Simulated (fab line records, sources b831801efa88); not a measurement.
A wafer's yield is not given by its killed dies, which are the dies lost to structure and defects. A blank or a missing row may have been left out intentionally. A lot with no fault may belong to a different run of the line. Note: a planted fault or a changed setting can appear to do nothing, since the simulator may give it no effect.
fab line records / flow sfq_line
[record] lots = 15 wafers = 45 last_day = 100
route steps=325 shown I4@164
lots with no fault: from the same line, run without faults
start_h: start of the lot's first displayed wafer, in hours after the record's first day / wait_h: hours elapsed since this lot's preceding step / " same as the row above / L1.1+2: a row that stands for several wafers / - either no value or no given start / * or withheld: withheld / < > ~ a bound
route shown NAME@n: a module of which the file shows steps, and the number in the route of the first / usual: mean/standard deviation of fault-free wafers / same: alike in all rows / chamber/n: place in a boat / sites: readings site by site / _std_site: standard deviation across them / _edge_site: outer sites' mean less inner sites' / radius_mm: for every site, how far away it sits from the centre of the wafer / mask NAME#n: copy n / behind: the last tool/chamber to shape the wafer / hold: why the lot was held/for how many hours/how that ended / device: which transistor (n, p or np) failed to switch / end of line: tests run on the same wafers once the route is complete / for a step that has no rows: nothing shown but its recipe / killed: at the first sort, the dies lost to defects and structure; wafer yield is something else / map: per-die view of a wafer (x killed, . not killed, _ where there is no die)
set.NAME: the setting that was run; set.NAME@STEP: the one run at that earlier step / model.NAME: the simulator's own value behind a step, which no gauge read
the route's steps for a sample of lots (tables are steps, rows are wafers)
services: a tool's chamber out of use, with start hour (start_h, from the record's first day; less than 0 if before it), hours out, and reason
[[steps]]
[step SFQ_TRILAYER_I4_CMP_CMP_100]
[recipe] material = SiO2 down_force_psi = 3 platen_rpm = 60 pad_velocity_m_s = 0.94248
[usual] edge_zone_pressure_frac = 1.000/0.0047 head_pressure_psi = 3.000/0.0068 motor_current_A = 10.4/0.73 platen_rpm = 59.99/0.046 time_to_endpoint_s = 214/7.8
lot.wafer=L317.3 tool=cmp-02 chamber=1 start_h=1371.05 wait_h=0.5 edge_zone_pressure_frac=0.993 head_pressure_psi=3.011 motor_current_A=10.3 platen_rpm=60.02 time_to_endpoint_s=212
lot.wafer=L317.1 tool=cmp-02 chamber=3 start_h=1372.05 wait_h=1.5 edge_zone_pressure_frac=0.999 head_pressure_psi=3.006 motor_current_A=11.5 platen_rpm=59.97 time_to_endpoint_s=218
lot.wafer=L317.5 tool=cmp-02 chamber=1 start_h=1373.05 wait_h=2.5 edge_zone_pressure_frac=0.997 head_pressure_psi=3.008 motor_current_A=10.8 platen_rpm=59.95 time_to_endpoint_s=210
lot.wafer=L322.4 tool=cmp-01 chamber=1 start_h=1422.27 wait_h=1.2 edge_zone_pressure_frac=- head_pressure_psi=- motor_current_A=- platen_rpm=- time_to_endpoint_s=-
lot.wafer=L322.1 tool=cmp-01 chamber=3 start_h=1423.27 wait_h=2.2 edge_zone_pressure_frac=- head_pressure_psi=- motor_current_A=- platen_rpm=- time_to_endpoint_s=-
lot.wafer=L322.5 tool=cmp-01 chamber=2 start_h=1424.77 wait_h=3.7 edge_zone_pressure_frac=- head_pressure_psi=- motor_current_A=- platen_rpm=- time_to_endpoint_s=-
lot.wafer=L323.1 tool=cmp-01 chamber=1 start_h=1431.17 wait_h=0.5 edge_zone_pressure_frac=- head_pressure_psi=- motor_current_A=- platen_rpm=- time_to_endpoint_s=-
lot.wafer=L323.3 tool=cmp-01 chamber=2 start_h=1431.17 wait_h=0.5 edge_zone_pressure_frac=- head_pressure_psi=- motor_current_A=- platen_rpm=- time_to_endpoint_s=-
lot.wafer=L323.5 tool=cmp-01 chamber=1 start_h=1433.17 wait_h=2.5 edge_zone_pressure_frac=- head_pressure_psi=- motor_current_A=- platen_rpm=- time_to_endpoint_s=-
lot.wafer=L324.4 tool=cmp-02 chamber=0 start_h=1435.47 wait_h=0.0 edge_zone_pressure_frac=- head_pressure_psi=- motor_current_A=- platen_rpm=- time_to_endpoint_s=-
lot.wafer=L324.2 tool=cmp-02 chamber=1 start_h=1435.47 wait_h=0.0 edge_zone_pressure_frac=- head_pressure_psi=- motor_current_A=- platen_rpm=- time_to_endpoint_s=-
lot.wafer=L324.1 tool=cmp-02 chamber=2 start_h=1435.47 wait_h=0.0 edge_zone_pressure_frac=- head_pressure_psi=- motor_current_A=- platen_rpm=- time_to_endpoint_s=-
lot.wafer=L327.4 tool=cmp-01 chamber=0 start_h=1469.45 wait_h=0.0 edge_zone_pressure_frac=0.994 head_pressure_psi=3.010 motor_current_A=9.5 platen_rpm=60.01 time_to_endpoint_s=224
lot.wafer=L327.3 tool=cmp-01 chamber=2 start_h=1470.45 wait_h=1.0 edge_zone_pressure_frac=1.004 head_pressure_psi=3.002 motor_current_A=8.8 platen_rpm=60.02 time_to_endpoint_s=204
lot.wafer=L327.6 tool=cmp-01 chamber=1 start_h=1471.95 wait_h=2.5 edge_zone_pressure_frac=1.001 head_pressure_psi=2.980 motor_current_A=11.9 platen_rpm=59.98 time_to_endpoint_s=215
lot.wafer=L328.1 tool=cmp-02 chamber=0 start_h=1474.57 wait_h=1.6 edge_zone_pressure_frac=1.001 head_pressure_psi=2.992 motor_current_A=10.4 platen_rpm=59.95 time_to_endpoint_s=212
lot.wafer=L328.3 tool=cmp-02 chamber=1 start_h=1474.57 wait_h=1.6 edge_zone_pressure_frac=1.004 head_pressure_psi=2.996 motor_current_A=10.0 platen_rpm=60.02 time_to_endpoint_s=209
lot.wafer=L328.5 tool=cmp-02 chamber=1 start_h=1477.07 wait_h=4.0 edge_zone_pressure_frac=1.004 head_pressure_psi=3.000 motor_current_A=10.9 platen_rpm=60.03 time_to_endpoint_s=199
lot.wafer=L329.1 tool=cmp-01 chamber=1 start_h=1479.95 wait_h=2.1 edge_zone_pressure_frac=1.001 head_pressure_psi=2.997 motor_current_A=11.2 platen_rpm=60.00 time_to_endpoint_s=216
lot.wafer=L329.6 tool=cmp-01 chamber=2 start_h=1479.95 wait_h=2.1 edge_zone_pressure_frac=0.989 head_pressure_psi=3.014 motor_current_A=8.9 platen_rpm=59.94 time_to_endpoint_s=222
lot.wafer=L329.5 tool=cmp-01 chamber=3 start_h=1479.95 wait_h=2.1 edge_zone_pressure_frac=0.990 head_pressure_psi=2.997 motor_current_A=10.2 platen_rpm=60.02 time_to_endpoint_s=219
lot.wafer=L330.2 tool=cmp-02 chamber=1 start_h=1486.61 wait_h=2.1 edge_zone_pressure_frac=0.999 head_pressure_psi=2.997 motor_current_A=11.0 platen_rpm=59.94 time_to_endpoint_s=212
lot.wafer=L330.1 tool=cmp-02 chamber=3 start_h=1487.61 wait_h=3.1 edge_zone_pressure_frac=0.992 head_pressure_psi=3.005 motor_current_A=10.9 platen_rpm=60.07 time_to_endpoint_s=212
lot.wafer=L330.5 tool=cmp-02 chamber=2 start_h=1489.11 wait_h=4.5 edge_zone_pressure_frac=1.001 head_pressure_psi=3.008 motor_current_A=9.8 platen_rpm=59.96 time_to_endpoint_s=212
lot.wafer=L331.2 tool=cmp-01 chamber=0 start_h=1491.23 wait_h=0.4 edge_zone_pressure_frac=1.001 head_pressure_psi=2.994 motor_current_A=10.0 platen_rpm=60.07 time_to_endpoint_s=210
lot.wafer=L331.3 tool=cmp-01 chamber=1 start_h=1491.23 wait_h=0.4 edge_zone_pressure_frac=1.007 head_pressure_psi=2.994 motor_current_A=11.4 platen_rpm=59.98 time_to_endpoint_s=223
lot.wafer=L331.4 tool=cmp-01 chamber=3 start_h=1492.73 wait_h=1.9 edge_zone_pressure_frac=0.999 head_pressure_psi=3.008 motor_current_A=9.7 platen_rpm=59.99 time_to_endpoint_s=209
lot.wafer=L333.1 tool=cmp-01 chamber=0 start_h=1498.23 wait_h=2.2 edge_zone_pressure_frac=0.999 head_pressure_psi=3.008 motor_current_A=9.9 platen_rpm=59.94 time_to_endpoint_s=209
lot.wafer=L333.4 tool=cmp-01 chamber=1 start_h=1498.23 wait_h=2.2 edge_zone_pressure_frac=0.993 head_pressure_psi=2.992 motor_current_A=11.3 platen_rpm=60.00 time_to_endpoint_s=215
lot.wafer=L333.6 tool=cmp-01 chamber=2 start_h=1498.23 wait_h=2.2 edge_zone_pressure_frac=0.992 head_pressure_psi=3.001 motor_current_A=9.6 platen_rpm=59.96 time_to_endpoint_s=214
lot.wafer=L334.3 tool=cmp-02 chamber=3 start_h=1503.91 wait_h=1.6 edge_zone_pressure_frac=0.995 head_pressure_psi=2.995 motor_current_A=11.3 platen_rpm=59.97 time_to_endpoint_s=218
lot.wafer=L334.6 tool=cmp-02 chamber=0 start_h=1503.91 wait_h=1.6 edge_zone_pressure_frac=0.994 head_pressure_psi=2.999 motor_current_A=10.8 platen_rpm=60.00 time_to_endpoint_s=236
lot.wafer=L334.5 tool=cmp-02 chamber=1 start_h=1503.91 wait_h=1.6 edge_zone_pressure_frac=1.004 head_pressure_psi=3.001 motor_current_A=10.9 platen_rpm=60.04 time_to_endpoint_s=226
lot.wafer=L335.4 tool=cmp-01 chamber=3 start_h=1504.81 wait_h=0.0 edge_zone_pressure_frac=1.004 head_pressure_psi=2.997 motor_current_A=11.2 platen_rpm=59.96 time_to_endpoint_s=208
lot.wafer=L335.3 tool=cmp-01 chamber=0 start_h=1504.81 wait_h=0.0 edge_zone_pressure_frac=1.002 head_pressure_psi=3.001 motor_current_A=10.3 platen_rpm=59.93 time_to_endpoint_s=206
lot.wafer=L335.6 tool=cmp-01 chamber=0 start_h=1507.31 wait_h=2.5 edge_zone_pressure_frac=1.000 head_pressure_psi=3.006 motor_current_A=10.0 platen_rpm=60.00 time_to_endpoint_s=216
lot.wafer=L336.4 tool=cmp-01 chamber=1 start_h=1511.81 wait_h=2.2 edge_zone_pressure_frac=1.001 head_pressure_psi=2.997 motor_current_A=11.4 platen_rpm=59.97 time_to_endpoint_s=215
lot.wafer=L336.3 tool=cmp-01 chamber=2 start_h=1511.81 wait_h=2.2 edge_zone_pressure_frac=1.004 head_pressure_psi=2.991 motor_current_A=8.9 platen_rpm=60.02 time_to_endpoint_s=204
lot.wafer=L336.6 tool=cmp-01 chamber=0 start_h=1513.31 wait_h=3.7 edge_zone_pressure_frac=0.995 head_pressure_psi=3.001 motor_current_A=10.0 platen_rpm=60.11 time_to_endpoint_s=211
lot.wafer=L337.3 tool=cmp-01 chamber=3 start_h=1513.81 wait_h=1.9 edge_zone_pressure_frac=0.997 head_pressure_psi=2.994 motor_current_A=10.5 platen_rpm=60.00 time_to_endpoint_s=204
lot.wafer=L337.2 tool=cmp-01 chamber=0 start_h=1513.81 wait_h=1.9 edge_zone_pressure_frac=1.009 head_pressure_psi=3.008 motor_current_A=10.2 platen_rpm=60.06 time_to_endpoint_s=212
lot.wafer=L337.4 tool=cmp-01 chamber=1 start_h=1513.81 wait_h=1.9 edge_zone_pressure_frac=1.014 head_pressure_psi=2.997 motor_current_A=11.1 platen_rpm=60.01 time_to_endpoint_s=212
lot.wafer=L338.4 tool=cmp-02 chamber=2 start_h=1516.00 wait_h=2.8 edge_zone_pressure_frac=1.009 head_pressure_psi=2.999 motor_current_A=10.5 platen_rpm=60.00 time_to_endpoint_s=222
lot.wafer=L338.1 tool=cmp-02 chamber=3 start_h=1516.00 wait_h=2.8 edge_zone_pressure_frac=0.999 head_pressure_psi=3.000 motor_current_A=11.6 platen_rpm=59.98 time_to_endpoint_s=226
lot.wafer=L338.5 tool=cmp-02 chamber=0 start_h=1516.00 wait_h=2.8 edge_zone_pressure_frac=1.005 head_pressure_psi=3.008 motor_current_A=10.6 platen_rpm=60.05 time_to_endpoint_s=235
[step SFQ_TRILAYER_I4_METRO_MEASURE_101]
[usual] thk_nm = 199.8/1.1
lot.wafer=L317.1 tool=film_metro-01 chamber=- start_h=1373.67 wait_h=0.1 thk_nm=199.5
lot.wafer=L317.3 tool=film_metro-01 chamber=- start_h=1373.67 wait_h=0.1 thk_nm=199.0
lot.wafer=L317.5 tool=film_metro-01 chamber=- start_h=1373.67 wait_h=0.1 thk_nm=198.6
lot.wafer=L322.1 tool=film_metro-03 chamber=- start_h=1425.39 wait_h=0.1 thk_nm=501.1
lot.wafer=L322.4 tool=film_metro-03 chamber=- start_h=1425.39 wait_h=0.1 thk_nm=498.3
lot.wafer=L322.5 tool=film_metro-03 chamber=- start_h=1425.39 wait_h=0.1 thk_nm=506.0
lot.wafer=L323.1 tool=film_metro-02 chamber=- start_h=1433.79 wait_h=0.1 thk_nm=484.7
lot.wafer=L323.3 tool=film_metro-02 chamber=- start_h=1433.79 wait_h=0.1 thk_nm=499.2
lot.wafer=L323.5 tool=film_metro-02 chamber=- start_h=1433.79 wait_h=0.1 thk_nm=497.4
lot.wafer=L324.1 tool=film_metro-01 chamber=- start_h=1438.59 wait_h=0.1 thk_nm=498.8
lot.wafer=L324.2 tool=film_metro-01 chamber=- start_h=1438.59 wait_h=0.1 thk_nm=491.2
lot.wafer=L324.4 tool=film_metro-01 chamber=- start_h=1438.59 wait_h=0.1 thk_nm=505.2
lot.wafer=L327.3 tool=film_metro-01 chamber=- start_h=1472.97 wait_h=0.5 thk_nm=199.1
lot.wafer=L327.4 tool=film_metro-01 chamber=- start_h=1472.97 wait_h=0.5 thk_nm=199.9
lot.wafer=L327.6 tool=film_metro-01 chamber=- start_h=1472.97 wait_h=0.5 thk_nm=199.3
lot.wafer=L328.1 tool=film_metro-02 chamber=- start_h=1477.69 wait_h=0.1 thk_nm=201.3
lot.wafer=L328.3 tool=film_metro-02 chamber=- start_h=1477.69 wait_h=0.1 thk_nm=200.6
lot.wafer=L328.5 tool=film_metro-02 chamber=- start_h=1477.69 wait_h=0.1 thk_nm=199.6
lot.wafer=L329.1 tool=film_metro-01 chamber=- start_h=1481.57 wait_h=0.1 thk_nm=199.7
lot.wafer=L329.5 tool=film_metro-01 chamber=- start_h=1481.57 wait_h=0.1 thk_nm=197.9
lot.wafer=L329.6 tool=film_metro-01 chamber=- start_h=1481.57 wait_h=0.1 thk_nm=199.1
lot.wafer=L330.1 tool=film_metro-01 chamber=- start_h=1489.73 wait_h=0.1 thk_nm=199.4
lot.wafer=L330.2 tool=film_metro-01 chamber=- start_h=1489.73 wait_h=0.1 thk_nm=199.2
lot.wafer=L330.5 tool=film_metro-01 chamber=- start_h=1489.73 wait_h=0.1 thk_nm=200.5
lot.wafer=L331.2 tool=film_metro-02 chamber=- start_h=1494.55 wait_h=0.3 thk_nm=201.3
lot.wafer=L331.3 tool=film_metro-02 chamber=- start_h=1494.55 wait_h=0.3 thk_nm=198.6
lot.wafer=L331.4 tool=film_metro-02 chamber=- start_h=1494.55 wait_h=0.3 thk_nm=198.9
lot.wafer=L333.1 tool=film_metro-03 chamber=- start_h=1500.35 wait_h=0.1 thk_nm=201.0
lot.wafer=L333.4 tool=film_metro-03 chamber=- start_h=1500.35 wait_h=0.1 thk_nm=200.7
lot.wafer=L333.6 tool=film_metro-03 chamber=- start_h=1500.35 wait_h=0.1 thk_nm=200.1
lot.wafer=L334.3 tool=film_metro-01 chamber=- start_h=1505.93 wait_h=0.5 thk_nm=200.7
lot.wafer=L334.5 tool=film_metro-01 chamber=- start_h=1505.93 wait_h=0.5 thk_nm=200.1
lot.wafer=L334.6 tool=film_metro-01 chamber=- start_h=1505.93 wait_h=0.5 thk_nm=200.5
lot.wafer=L335.3 tool=film_metro-03 chamber=- start_h=1508.33 wait_h=0.5 thk_nm=200.1
lot.wafer=L335.4 tool=film_metro-03 chamber=- start_h=1508.33 wait_h=0.5 thk_nm=197.9
lot.wafer=L335.6 tool=film_metro-03 chamber=- start_h=1508.33 wait_h=0.5 thk_nm=200.1
lot.wafer=L336.3 tool=film_metro-02 chamber=- start_h=1514.33 wait_h=0.5 thk_nm=198.5
lot.wafer=L336.4 tool=film_metro-02 chamber=- start_h=1514.33 wait_h=0.5 thk_nm=198.7
lot.wafer=L336.6 tool=film_metro-02 chamber=- start_h=1514.33 wait_h=0.5 thk_nm=200.9
lot.wafer=L337.2 tool=film_metro-03 chamber=- start_h=1517.13 wait_h=0.3 thk_nm=201.7
lot.wafer=L337.3 tool=film_metro-03 chamber=- start_h=1517.13 wait_h=0.3 thk_nm=197.9
lot.wafer=L337.4 tool=film_metro-03 chamber=- start_h=1517.13 wait_h=0.3 thk_nm=200.5
lot.wafer=L338.1 tool=film_metro-01 chamber=- start_h=1518.12 wait_h=0.1 thk_nm=200.5
lot.wafer=L338.4 tool=film_metro-01 chamber=- start_h=1518.12 wait_h=0.1 thk_nm=200.2
lot.wafer=L338.5 tool=film_metro-01 chamber=- start_h=1518.12 wait_h=0.1 thk_nm=201.2
[step SFQ_TRILAYER_I4_VIA_ETCH_VIA_ETCH_106]
[recipe] target = SiO2 stop_on = Nb mask_material = PR taper_deg = 20 chemistry = CHF3 target_depth_nm = 260 source_w = 500 bias_w = 80 pressure_mtorr = 30 time_s = withheld
[usual] drypump_motor_current_A = 5.8/0.41 oes_product_au = 0.854/0.0053
lot.wafer=L317.1 tool=rie_diel-04 chamber=3 start_h=1377.86 wait_h=0.0 drypump_motor_current_A=5.7 oes_product_au=0.858
lot.wafer=L317.3 tool=rie_diel-04 chamber=0 start_h=1377.86 wait_h=0.0 drypump_motor_current_A=6.2 oes_product_au=0.852
lot.wafer=L317.5 tool=rie_diel-04 chamber=3 start_h=1377.86 wait_h=0.0 drypump_motor_current_A=5.7 oes_product_au=0.842
lot.wafer=L322.1 tool=rie_diel-04 chamber=2 start_h=1429.75 wait_h=0.0 drypump_motor_current_A=5.6 oes_product_au=1.614
lot.wafer=L322.4 tool=rie_diel-04 chamber=3 start_h=1429.75 wait_h=0.0 drypump_motor_current_A=5.7 oes_product_au=1.599
lot.wafer=L322.5 tool=rie_diel-04 chamber=0 start_h=1429.75 wait_h=0.0 drypump_motor_current_A=6.2 oes_product_au=1.623
lot.wafer=L323.1 tool=rie_diel-02 chamber=1 start_h=1440.50 wait_h=0.0 drypump_motor_current_A=5.6 oes_product_au=1.624
lot.wafer=L323.3 tool=rie_diel-02 chamber=0 start_h=1440.50 wait_h=0.0 drypump_motor_current_A=6.7 oes_product_au=1.644
lot.wafer=L323.5 tool=rie_diel-02 chamber=0 start_h=1440.50 wait_h=0.0 drypump_motor_current_A=6.7 oes_product_au=1.647
lot.wafer=L324.1 tool=rie_diel-04 chamber=3 start_h=1442.12 wait_h=0.0 drypump_motor_current_A=5.7 oes_product_au=1.598
lot.wafer=L324.2 tool=rie_diel-04 chamber=1 start_h=1442.12 wait_h=0.0 drypump_motor_current_A=6.0 oes_product_au=1.620
lot.wafer=L324.4 tool=rie_diel-04 chamber=2 start_h=1442.12 wait_h=0.0 drypump_motor_current_A=5.6 oes_product_au=1.607
lot.wafer=L327.3 tool=rie_diel-01 chamber=3 start_h=1477.17 wait_h=0.0 drypump_motor_current_A=5.2 oes_product_au=0.861
lot.wafer=L327.4 tool=rie_diel-01 chamber=1 start_h=1477.17 wait_h=0.0 drypump_motor_current_A=6.1 oes_product_au=0.858
lot.wafer=L327.6 tool=rie_diel-01 chamber=1 start_h=1477.17 wait_h=0.0 drypump_motor_current_A=6.1 oes_product_au=0.852
lot.wafer=L328.1 tool=rie_diel-01 chamber=1 start_h=1483.17 wait_h=0.0 drypump_motor_current_A=6.1 oes_product_au=0.849
lot.wafer=L328.3 tool=rie_diel-01 chamber=3 start_h=1483.17 wait_h=0.0 drypump_motor_current_A=5.2 oes_product_au=0.857
lot.wafer=L328.5 tool=rie_diel-01 chamber=1 start_h=1483.17 wait_h=0.0 drypump_motor_current_A=6.1 oes_product_au=0.859
lot.wafer=L329.1 tool=rie_diel-01 chamber=3 start_h=1486.77 wait_h=0.0 drypump_motor_current_A=5.2 oes_product_au=0.855
lot.wafer=L329.5 tool=rie_diel-01 chamber=0 start_h=1486.77 wait_h=0.0 drypump_motor_current_A=5.9 oes_product_au=0.848
lot.wafer=L329.6 tool=rie_diel-01 chamber=1 start_h=1486.77 wait_h=0.0 drypump_motor_current_A=6.1 oes_product_au=0.860
lot.wafer=L330.1 tool=rie_diel-02 chamber=0 start_h=1573.52 wait_h=0.0 drypump_motor_current_A=6.7 oes_product_au=0.852
lot.wafer=L330.2 tool=rie_diel-02 chamber=2 start_h=1573.52 wait_h=0.0 drypump_motor_current_A=6.1 oes_product_au=0.856
lot.wafer=L330.5 tool=rie_diel-02 chamber=0 start_h=1573.52 wait_h=0.0 drypump_motor_current_A=6.7 oes_product_au=0.854
lot.wafer=L331.2 tool=rie_diel-04 chamber=3 start_h=1577.12 wait_h=0.0 drypump_motor_current_A=5.7 oes_product_au=0.860
lot.wafer=L331.3 tool=rie_diel-04 chamber=0 start_h=1577.12 wait_h=0.0 drypump_motor_current_A=6.2 oes_product_au=0.845
lot.wafer=L331.4 tool=rie_diel-04 chamber=2 start_h=1577.12 wait_h=0.0 drypump_motor_current_A=5.6 oes_product_au=0.860
lot.wafer=L333.1 tool=rie_diel-01 chamber=1 start_h=1583.12 wait_h=0.0 drypump_motor_current_A=6.1 oes_product_au=0.867
lot.wafer=L333.4 tool=rie_diel-01 chamber=0 start_h=1583.12 wait_h=0.0 drypump_motor_current_A=5.9 oes_product_au=0.856
lot.wafer=L333.6 tool=rie_diel-01 chamber=2 start_h=1583.12 wait_h=0.0 drypump_motor_current_A=5.4 oes_product_au=0.849
lot.wafer=L334.3 tool=rie_diel-01 chamber=0 start_h=1587.92 wait_h=0.0 drypump_motor_current_A=5.9 oes_product_au=0.857
lot.wafer=L334.5 tool=rie_diel-01 chamber=0 start_h=1587.92 wait_h=0.0 drypump_motor_current_A=5.8 oes_product_au=0.850
lot.wafer=L334.6 tool=rie_diel-01 chamber=3 start_h=1587.92 wait_h=0.0 drypump_motor_current_A=5.2 oes_product_au=0.847
lot.wafer=L335.3 tool=rie_diel-02 chamber=1 start_h=1589.12 wait_h=0.0 drypump_motor_current_A=5.6 oes_product_au=0.848
lot.wafer=L335.4 tool=rie_diel-02 chamber=2 start_h=1589.12 wait_h=0.0 drypump_motor_current_A=6.1 oes_product_au=0.847
lot.wafer=L335.6 tool=rie_diel-02 chamber=2 start_h=1589.12 wait_h=0.0 drypump_motor_current_A=6.1 oes_product_au=0.855
lot.wafer=L336.3 tool=rie_diel-02 chamber=1 start_h=1595.12 wait_h=0.0 drypump_motor_current_A=5.6 oes_product_au=0.851
lot.wafer=L336.4 tool=rie_diel-02 chamber=0 start_h=1595.12 wait_h=0.0 drypump_motor_current_A=6.7 oes_product_au=0.850
lot.wafer=L336.6 tool=rie_diel-02 chamber=3 start_h=1595.12 wait_h=0.0 drypump_motor_current_A=5.5 oes_product_au=0.855
lot.wafer=L337.2 tool=rie_diel-04 chamber=0 start_h=1598.72 wait_h=0.0 drypump_motor_current_A=6.2 oes_product_au=0.856
lot.wafer=L337.3 tool=rie_diel-04 chamber=3 start_h=1598.72 wait_h=0.0 drypump_motor_current_A=5.7 oes_product_au=0.849
lot.wafer=L337.4 tool=rie_diel-04 chamber=1 start_h=1598.72 wait_h=0.0 drypump_motor_current_A=6.0 oes_product_au=0.856
lot.wafer=L338.1 tool=rie_diel-02 chamber=2 start_h=1599.92 wait_h=0.0 drypump_motor_current_A=6.1 oes_product_au=0.859
lot.wafer=L338.4 tool=rie_diel-02 chamber=0 start_h=1599.92 wait_h=0.0 drypump_motor_current_A=6.7 oes_product_au=0.854
lot.wafer=L338.5 tool=rie_diel-02 chamber=1 start_h=1599.92 wait_h=0.0 drypump_motor_current_A=5.6 oes_product_au=0.864
[[services]]
tool=rie_diel-04 chamber=3 start_h=1347.05 hours=4.1 kind=repair
tool=rie_diel-02 chamber=- start_h=1350.96 hours=2.8 kind=pm
tool=rie_diel-02 chamber=3 start_h=1415.62 hours=2.1 kind=repair
tool=cmp-01 chamber=- start_h=1426.29 hours=4.0 kind=pm
tool=rie_diel-01 chamber=- start_h=1429.35 hours=0.3 kind=repair
tool=rie_diel-01 chamber=0 start_h=1433.42 hours=3.5 kind=repair
tool=cmp-01 chamber=- start_h=1441.84 hours=14.6 kind=repair
tool=rie_diel-02 chamber=0 start_h=1443.16 hours=8.1 kind=repair
tool=cmp-01 chamber=- start_h=1456.44 hours=6.9 kind=pm
tool=cmp-01 chamber=- start_h=1460.54 hours=2.1 kind=repair
tool=rie_diel-02 chamber=3 start_h=1467.42 hours=2.3 kind=repair
tool=cmp-01 chamber=- start_h=1476.82 hours=0.2 kind=repair
tool=cmp-02 chamber=- start_h=1494.06 hours=2.3 kind=repair
tool=film_metro-01 chamber=- start_h=1509.60 hours=0.4 kind=pm
tool=rie_diel-01 chamber=- start_h=1515.24 hours=0.5 kind=repair
tool=rie_diel-04 chamber=3 start_h=1517.28 hours=4.2 kind=repair
tool=rie_diel-01 chamber=1 start_h=1519.25 hours=6.2 kind=repair
tool=cmp-01 chamber=- start_h=1535.59 hours=2.4 kind=repair
tool=cmp-01 chamber=- start_h=1551.08 hours=2.3 kind=repair
tool=cmp-01 chamber=- start_h=1572.66 hours=0.6 kind=repair
tool=film_metro-01 chamber=- start_h=1579.53 hours=1.6 kind=pm
tool=film_metro-01 chamber=- start_h=1589.27 hours=0.9 kind=pm
tool=cmp-01 chamber=- start_h=1592.19 hours=0.4 kind=repair
tool=cmp-02 chamber=- start_h=1599.11 hours=4.0 kind=pm
[[key]]
[first_sign] step = SFQ_TRILAYER_I4_CMP_CMP_100 reading = tool_record direction = missing
[effect] step = SFQ_TRILAYER_I4_METRO_MEASURE_101 reading = thk_nm direction = up sigmas = 99+ usual = 199.8 struck = 498.0
[effect] step = SFQ_TRILAYER_I4_VIA_ETCH_VIA_ETCH_106 reading = oes_product_au direction = up sigmas = 99+ usual = 0.854 struck = 1.619
met_at SFQ_TRILAYER_I4_CMP_CMP_100
struck_lots L322,L323,L324
onset_between 1371.05 1422.27
[fault] kind = skipped_step_whole tool = cmp-01,cmp-02 chamber = - onset_h = 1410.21 steps = SFQ_TRILAYER_I4_CMP_CMP_100 scope = struck_lots_only
